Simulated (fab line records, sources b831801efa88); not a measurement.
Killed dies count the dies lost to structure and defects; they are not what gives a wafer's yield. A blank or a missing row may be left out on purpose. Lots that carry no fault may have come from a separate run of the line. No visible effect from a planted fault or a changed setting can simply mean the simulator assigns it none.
Code-filled problem report in 8D (eight disciplines) form || flow gf180mcu || the parts of the form that need people (team, actions taken, sign-off) are left out

== 1. WHAT WENT WRONG ==
At GF_V2_CMP_04, time to endpoint s averages 110 s over 2 wafers from 2 lots, while fault-free wafers read 82 s, standard deviation 6.3. Measured from the usual mean, that is +4.4 standard deviations.
The step: polishes SiO2.
The first sign was on wafer L702.3 at day 23 13:23, on cmp-01. The record holds 33 wafers of 11 lots with a number at this step. By rule, "out" or "out of limits" means more than 4 standard deviations away from the usual mean. The other wafers with a number count as sound.

== 2. WHAT THIS IS AND IS NOT ==
{"question": "which readings at this step", "is": "time to endpoint s", "is not": "motor current A, slurry filter dp kPa"}
{"question": "which lots", "is": "L702, L703", "is not": "L691, L692, L697, L700, L701, L704, L712, L713, L714"}
{"question": "which wafers of those lots", "is": "L702.3, L703.5", "is not": "L702.5, L702.6, L703.2, L703.6"}
{"question": "read on which tools", "is": "cmp-01", "is not": "cmp-02"}
{"question": "when", "is": "from day 23 13:23", "is not": "up to then (17 sound wafers); but 14 sound wafers of L703, L704, L712, L713, L714 came after"}

== 3. THE SUSPECTS, EACH WITH WHAT RULES IT OUT ==
Counting: any tool at a process step up to the reading remains a suspect provided it ran every lot that is out. Sound lots after the first of them don't rule it out here, since some wafers of a struck lot are sound.
- cmp-01 at GF_V2_CMP_04 (polishes SiO2): kept. Every lot that is out went through it, the first being L702 (day 23 13:23); the last sound lot it ran before that was L701 (day 22 23:03). Its own readings are out on those wafers: time to endpoint s.
- Within cmp-01 at GF_V2_CMP_04: the wafers that are out ran in chamber 1; their sound lot-mates ran in chambers 0, 2, 3.
Left after counting: cmp-01 at GF_V2_CMP_04.

== 4. THE CAUSE (what the simulator had put in) ==
cmp-01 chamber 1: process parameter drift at GF_V2_CMP_04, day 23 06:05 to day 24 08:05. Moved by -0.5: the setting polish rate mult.
Counting left only this tool.

== 5. THE EFFECT CHAIN, in route order ==
One row per reading whose mean, taken over the struck wafers that have a number, lies over 3 standard deviations from the usual. Only readings for which the record gives a usual standard deviation are gone through. hours: the time from each lot's start at the first step in this table that gives one to its start at this step, as a median over the lots. sigmas: the change in usual standard deviations.
{"hours": 0, "step": "GF_V2_CMP_04", "reading": "time to endpoint s", "usual": "82 s", "on struck wafers": 110, "change": "+28", "sigmas": "+4.4"}
{"hours": "-", "step": "GF_V2_ETCH_17", "reading": "oes product au", "usual": "0.856 a.u.", "on struck wafers": 0.913, "change": "+0.057", "sigmas": "+12"}
The process steps in it:
- GF_V2_CMP_04: polishes SiO2.
- GF_V2_ETCH_17: etches SiO2 in C4F8/O2/Ar, stops on TiN, target depth 630 nm.

== 6. WHAT WOULD HAVE CAUGHT IT SOONER ==
In this record no reading fell out of limits until day 23 13:23, 7 hours after the fault had begun at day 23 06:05.
